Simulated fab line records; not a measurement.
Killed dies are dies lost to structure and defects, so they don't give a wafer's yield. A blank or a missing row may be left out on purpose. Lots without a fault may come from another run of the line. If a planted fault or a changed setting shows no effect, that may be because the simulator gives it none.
Matching of chambers / flow sky130 / SKY_FIELD_ISO_CMP_27 on cmp-02: 4 sister chambers
The step polishes, stops on Si3N4, t overpolish 16 s, target thk 457.8 nm. 8 wafers are shown with their chamber, then 9 later ones without.

WAFERS WITH THEIR CHAMBER
wafer=L895.1; chamber=1; motor-current-A (A)=11.4; time-to-endpoint-s (s)=112
wafer=L895.5; chamber=2; motor-current-A (A)=12.9; time-to-endpoint-s (s)=112
wafer=L903.2; chamber=2; motor-current-A (A)=11.6; time-to-endpoint-s (s)=109
wafer=L907.5; chamber=3; motor-current-A (A)=12.4; time-to-endpoint-s (s)=107
wafer=L907.6; chamber=0; motor-current-A (A)=11.4; time-to-endpoint-s (s)=110
wafer=L908.1; chamber=3; motor-current-A (A)=12.3; time-to-endpoint-s (s)=109
wafer=L908.2; chamber=1; motor-current-A (A)=12.0; time-to-endpoint-s (s)=106
wafer=L908.4; chamber=0; motor-current-A (A)=11.6; time-to-endpoint-s (s)=109

WAFERS MISSING THEIR CHAMBER
wafer=L910.3; motor-current-A (A)=11.5; time-to-endpoint-s (s)=111
wafer=L910.4; motor-current-A (A)=12.7; time-to-endpoint-s (s)=112
wafer=L910.5; motor-current-A (A)=12.3; time-to-endpoint-s (s)=110
wafer=L911.1; motor-current-A (A)=12.4; time-to-endpoint-s (s)=109
wafer=L911.2; motor-current-A (A)=12.1; time-to-endpoint-s (s)=107
wafer=L911.4; motor-current-A (A)=11.7; time-to-endpoint-s (s)=110
wafer=L912.4; motor-current-A (A)=11.7; time-to-endpoint-s (s)=116
wafer=L912.5; motor-current-A (A)=12.5; time-to-endpoint-s (s)=111
wafer=L912.6; motor-current-A (A)=12.2; time-to-endpoint-s (s)=109

EACH ONE'S CHAMBER
wafer=L910.3; from the rows above=can't be placed: 0 or 1 or 2 or 3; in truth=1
wafer=L910.4; from the rows above=can't be placed: 2 or 3 or 1 or 0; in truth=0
wafer=L910.5; from the rows above=can't be placed: 2 or 3 or 1 or 0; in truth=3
wafer=L911.1; from the rows above=can't be placed: 3 or 2 or 1 or 0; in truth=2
wafer=L911.2; from the rows above=can't be placed: 3 or 1 or 2 or 0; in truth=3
wafer=L911.4; from the rows above=can't be placed: 1 or 0 or 2 or 3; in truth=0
wafer=L912.4; from the rows above=can't be placed: 2 or 0 or 1 or 3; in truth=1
wafer=L912.5; from the rows above=can't be placed: 2 or 3 or 1 or 0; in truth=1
wafer=L912.6; from the rows above=can't be placed: 3 or 2 or 1 or 0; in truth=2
Placed correctly: 0 of 9. Unplaceable from these rows: 9, with the true chamber sitting among the candidates in 9. Number placed wrongly: 0.
How it was worked out, from the rows above alone: a wafer's distance from a chamber is the root of the sum, over the readings, of the square of ((its reading less the chamber's mean) divided by the reading's scatter). If the next closest chamber is less than 2 further off than the closest, the wafer can't be placed; otherwise it belongs to the closest. For every chamber, the mean is computed from those of its wafers that are shown. How the scatter is found: for the shown wafers, subtract from each reading the mean of its chamber, square and add these, divide the total by (wafers less chambers), then take the root.
